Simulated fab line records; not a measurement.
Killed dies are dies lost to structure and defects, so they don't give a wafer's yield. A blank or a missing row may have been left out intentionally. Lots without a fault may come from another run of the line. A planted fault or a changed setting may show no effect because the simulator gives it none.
Split-lot experiment -- flow sfq-line -- 5 lots, 23 wafers read, on a route of 325 steps

== THE SPLIT ITSELF ==
At SFQ_TRILAYER_I7_VIA_BARC_OPEN_VIA_ETCH_260 (etches BARC in O2, target depth 125 nm, time 41.7 s), the setting time-s was moved away from the recipe's 41.7 s on 4 of the 23 wafers read, by -14.2% to -13.3%. All remaining wafers had this setting at the recipe value.

Reading taken at the split's own step.

== THE READING ==
oes-product-au, in a.u., at SFQ_TRILAYER_I7_VIA_BARC_OPEN_VIA_ETCH_260 (etches BARC in O2, target depth 125 nm, time 41.7 s). Typical for fault-free wafers on this fab line: 0.684 a.u., with standard deviation 0.0043 a.u.

wafer,"tool, chamber at the split","time-s as run, s",against the recipe,"oes-product-au, a.u.",against lot-mates on the recipe
L074.1,"rie-diel-01, 1",41.7,recipe,0.687,-
L074.2,"rie-diel-01, 0",41.7,recipe,0.687,-
L074.6,"rie-diel-01, 2",41.7,recipe,0.688,-
L075.1,"rie-diel-01, 2",41.7,recipe,0.690,-
L075.2,"rie-diel-01, 1",41.7,recipe,0.690,-
L075.3,"rie-diel-01, 0",41.7,recipe,0.690,-
L075.5,"rie-diel-01, 0",35.79,-14.2%,0.748,+0.058
L075.6,"rie-diel-01, 1",35.79,-14.2%,0.743,+0.053
L077.1,"rie-diel-01, 0",36.15,-13.3%,0.731,+0.043
L077.2,"rie-diel-01, 2",41.7,recipe,0.691,-
L077.4,"rie-diel-01, 3",41.7,recipe,0.684,-
L077.5,"rie-diel-01, 0",41.7,recipe,0.689,-
L077.6,"rie-diel-01, 1",36.15,-13.3%,0.729,+0.041
L078.1,"rie-diel-04, 0",41.7,recipe,0.691,-
L078.2,"rie-diel-04, 3",41.7,recipe,0.683,-
L078.3,"rie-diel-04, 1",41.7,recipe,0.683,-
L078.4,"rie-diel-04, 2",41.7,recipe,0.694,-
L078.5,"rie-diel-04, 1",41.7,recipe,0.684,-
L080.1,"rie-diel-01, 2",41.7,recipe,0.688,-
L080.2,"rie-diel-01, 0",41.7,recipe,0.682,-
L080.4,"rie-diel-01, 3",41.7,recipe,0.687,-
L080.5,"rie-diel-01, 3",41.7,recipe,0.680,-
L080.6,"rie-diel-01, 2",41.7,recipe,0.681,-

FIT RESULTS
A straight line over all 23 wafers: oes-product-au changes by -0.00373 a.u. for each +1% of time-s; r = -0.98; the points scatter about the line by 0.0046 a.u.
The same after taking each lot's own level away (the mean of its wafers on the recipe; 23 wafers): -0.00356 a.u. for each +1%; r = -0.98; scatter 0.0038 a.u.
Per that fit: largest time-s move, reading shift of 0.05 a.u.
The lots' own levels span 0.6836 to 0.6900 a.u., that is 1.5 times the standard deviation above.
Hence the lot-to-lot level has little effect on the slope; both slopes agree.
Check: for one of the wafers moved furthest among these (-14.2%), held out of the fit, the line's prediction against its lot-mates is +0.0477 a.u. It came out at +0.058 a.u. against them.
Tool readings at the split's step, against how far the setting was moved: oes-product-au r = -0.98.

== OTHER SPLITS ON THESE WAFERS ==
Other splits were also applied to these wafers ahead of the reading. Each is held against what the fit with the lots' levels taken away leaves over:
other split on the same wafers,wafers away from the commonest value,r with oes-product-au (lot level and that fit taken away)
SFQ_TRILAYER_C5_BARC_OPEN_VIA_ETCH_210 time-s,3,+0.36
SFQ_TRILAYER_M6_LITHO_EXPOSE_160 dose-mj,5,+0.21
SFQ_TRILAYER_I6_VIA_LITHO_COAT_174 spin-rpm,4,+0.04
SFQ_TRILAYER_I6_VIA_LITHO_PEB_172 peb-temp-c,10,-0.17
SFQ_TRILAYER_I7_VIA_LITHO_COAT_192 spin-rpm,7,-0.55

== THE WHOLE CHAIN: every reading that the file lists as answering this split, in the file's order ==
step,what it does,reading,change (the file's fit),r (the file's)
SFQ_TRILAYER_I7_VIA_BARC_OPEN_VIA_ETCH_260,"etches BARC in O2, target depth 125 nm, time 41.7 s",oes-product-au,-0.00357 a.u. for each +1% of the setting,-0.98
SFQ_TRILAYER_I7_VIA_BARC_OPEN_VIA_ETCH_260,"etches BARC in O2, target depth 125 nm, time 41.7 s","KrF_of_TRILAYER_I7_VIA_LITHO_COAT_187.thk-nm (the simulator's own value, which no gauge read)",-0.455 nm for each +1% of the setting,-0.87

== FILE'S OWN FIT ==
oes-product-au changes by -0.00357 a.u. for each +1% of time-s, r = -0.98.
